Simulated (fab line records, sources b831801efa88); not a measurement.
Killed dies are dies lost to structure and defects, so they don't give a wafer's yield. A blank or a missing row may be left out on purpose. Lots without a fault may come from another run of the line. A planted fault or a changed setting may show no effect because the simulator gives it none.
Chamber matching | flow gf180mcu | GF_V1_CMP_26 on cmp-02: 4 sister chambers
The step polishes, stops on SiO2, t overpolish 15 s, target thk 0 nm. 4 wafers are shown with their chamber, then 12 later ones without.

WAFERS WITH THEIR CHAMBER
wafer  | chamber | motor_current_A (A)
L090.2 | 2       | 11.5
L091.4 | 1       | 8.8
L091.5 | 0       | 9.9
L091.6 | 3       | 9.1

WAFERS WITHOUT THEIR CHAMBER
wafer  | motor_current_A (A)
L093.1 | 9.1
L093.3 | 9.2
L093.5 | 9.7
L094.1 | 9.8
L094.4 | 9.3
L094.5 | 9.0
L095.1 | 9.3
L095.4 | 11.5
L095.5 | 11.6
L096.2 | 8.7
L096.4 | 11.8
L096.5 | 8.8

WHICH CHAMBER EACH WENT THROUGH
wafer  | from the rows above     | in truth
L093.1 | 3                       | 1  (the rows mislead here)
L093.3 | 3                       | 3
L093.5 | 0                       | 0
L094.1 | 0                       | 0
L094.4 | 3                       | 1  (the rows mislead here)
L094.5 | can't be placed: 3 or 1 | 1
L095.1 | 3                       | 3
L095.4 | 2                       | 2
L095.5 | 2                       | 2
L096.2 | 1                       | 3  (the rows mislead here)
L096.4 | 2                       | 2
L096.5 | 1                       | 1
Placed correctly: 8 of 12. Can't be placed from these rows: 1 (the true chamber is among the candidates in 1). Placed wrongly: 3.
How it was worked out, from the rows above alone: a wafer's distance from a chamber is the root of the sum, over the readings, of the square of ((its reading less the chamber's mean) divided by the reading's scatter). The wafer belongs to the nearest chamber; if the next one is less than 2 further off, it can't be placed. A chamber's mean is the mean of its shown wafers. The scatter: with one shown wafer a chamber, the root of the mean of the squares of how far each hidden wafer lies from its nearest shown one.
